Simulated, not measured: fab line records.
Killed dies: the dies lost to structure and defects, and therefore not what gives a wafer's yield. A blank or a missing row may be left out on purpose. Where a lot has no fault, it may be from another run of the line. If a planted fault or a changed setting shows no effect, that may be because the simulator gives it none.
A lot that was struck, set against a sound lot / flow sky130 / 16 steps out of a route of 708
Sound: these wafers, L128.1, L128.3, L128.4. Struck: wafers L131.2, L131.4. (L131.3 of the same lot was not struck and is left out.) The cause comes at the end.
At each step with rows: each side's tool, then ch and its chambers, then its first start. Under that, the readings that differ: sound wafers / struck wafers / difference of the means / sigmas: that difference in standard deviations of wafers without a fault.
alike: readings whose means differ by less than 2 such deviations, and words and numbers that are the same on both sides. not compared: withheld readings, readings that some wafer has no value for, bounds like >300 that may hide the same value, and numbers for which the record gives no deviation and whose values overlap.
Wherever a step has rows on one side only, a row that says differs or no value, or a row with sigmas, the two part there. When numbers do not overlap yet have no deviation, they are printed without sigmas and do not part them. Lack of a reading on every wafer of one side parts them only where that side has two or more wafers.

SKY_METAL5_SPUTTER_03: material Ti, target thk 5 nm, time 3.3 s.
  sound on pvd-sputter-03 at day 45 04:55; struck on pvd-sputter-01 at day 46 01:35
  alike: throttle-valve-pct
SKY_METAL5_SPUTTER_04: material TiN, target thk 70 nm, time 58.3 s.
  sound on pvd-sputter-03 at day 45 04:56; struck on pvd-sputter-01 at day 46 01:36
  alike: throttle-valve-pct
SKY_METAL5_RS_MEAS_05: the measuring method here is four-point-probe.
  sound on film-metro-01 at day 45 04:59; struck on film-metro-03 at day 46 01:40
  alike: METAL5_ALCU_RS
SKY_METAL5_THK_MEAS_06: measures by xrf.
  sound on film-metro-01 at day 45 05:07; struck on film-metro-03 at day 46 01:47
  alike: METAL5_ALCU_THK
then, 7 steps without rows for these wafers: SKY_METAL5_DEHYDRATE_07 (time 60 s); SKY_METAL5_HMDS_08 (prime time 60 s); SKY_METAL5_COAT_09 (resist thk 1800 nm); SKY_METAL5_SOFTBAKE_10 (time 60 s); SKY_METAL5_EXPOSE_11 (exposes mask MM5, target cd 1600 nm); SKY_METAL5_PEB_12; SKY_METAL5_DEVELOP_13 (develop time 60 s).
SKY_METAL5_DESCUM_14: chemistry O2, time 11 s.
  sound on rie-metal-01 ch 0,1, day 46 01:43; struck on rie-metal-02 ch 1, day 46 23:01
  alike: drypump-motor-current-A, oes-product-au
  not compared: rf-hours-counter-h
SKY_METAL5_METAL_ETCH_15: etches the open film in Cl2/BCl3, stops on SiO2, target depth 1260 nm, time 252 s.
  sound on rie-metal-01 ch 0,1, day 46 01:45; struck on rie-metal-02 ch 1, day 46 23:03
reading=oes-product-au (a.u.); sound=0.899 0.885 0.890; struck=0.837 0.841; difference=-0.052; sigmas=-10
reading=over-etch-frac; sound=0.2 0.2 0.2; struck=0.339 0.339; difference=+0.139; sigmas=
reading=throttle-valve-pct (%); sound=22.258 22.254 22.265; struck=22.276 22.278; difference=+0.018; sigmas=+2
reading=model.NOVOLAK_of_METAL5_COAT_09.thk-nm (nm); sound=1020 1044 1017; struck=913.3 916.7; difference=-112.0; sigmas=
reading=model.SiO2_of_VIA4_HDPCVD_00.thk-nm (nm); sound=551.6 550.9 548.9; struck=544.7 545.3; difference=-5.5; sigmas=
  alike: bcl3-flow-sccm, drypump-motor-current-A
  not compared: rf-hours-counter-h
SKY_METAL5_STRIP_16: strips in O2/N2.
  sound on plasma-asher-02 ch 0,1, day 46 01:59; struck on plasma-asher-03 ch 0,1, day 46 23:17
reading=strip-time-to-endpoint-s (s); sound=12.89 13.16 12.86; struck=11.72 11.79; difference=-1.22; sigmas=-8
  alike: drypump-motor-current-A, oes-product-au
  not compared: rf-hours-counter-h
then, 1 step without rows for these wafers: SKY_METAL5_STRIP_17 (strips in post etch residue remover, time 1200 s).
SKY_PAD_OPEN_PROBE_99:
  only the struck wafers here have rows in the record (prober-01, day 48 17:54); the sound ones have none

WHERE THEY PART
Earliest at SKY_METAL5_METAL_ETCH_15; latest, in this record, at SKY_PAD_OPEN_PROBE_99.

WHY: whatever the simulator had introduced
rie-metal-02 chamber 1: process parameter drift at SKY_METAL5_METAL_ETCH_15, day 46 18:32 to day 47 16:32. From 0.2, the setting over-etch-frac moved by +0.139. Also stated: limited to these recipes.
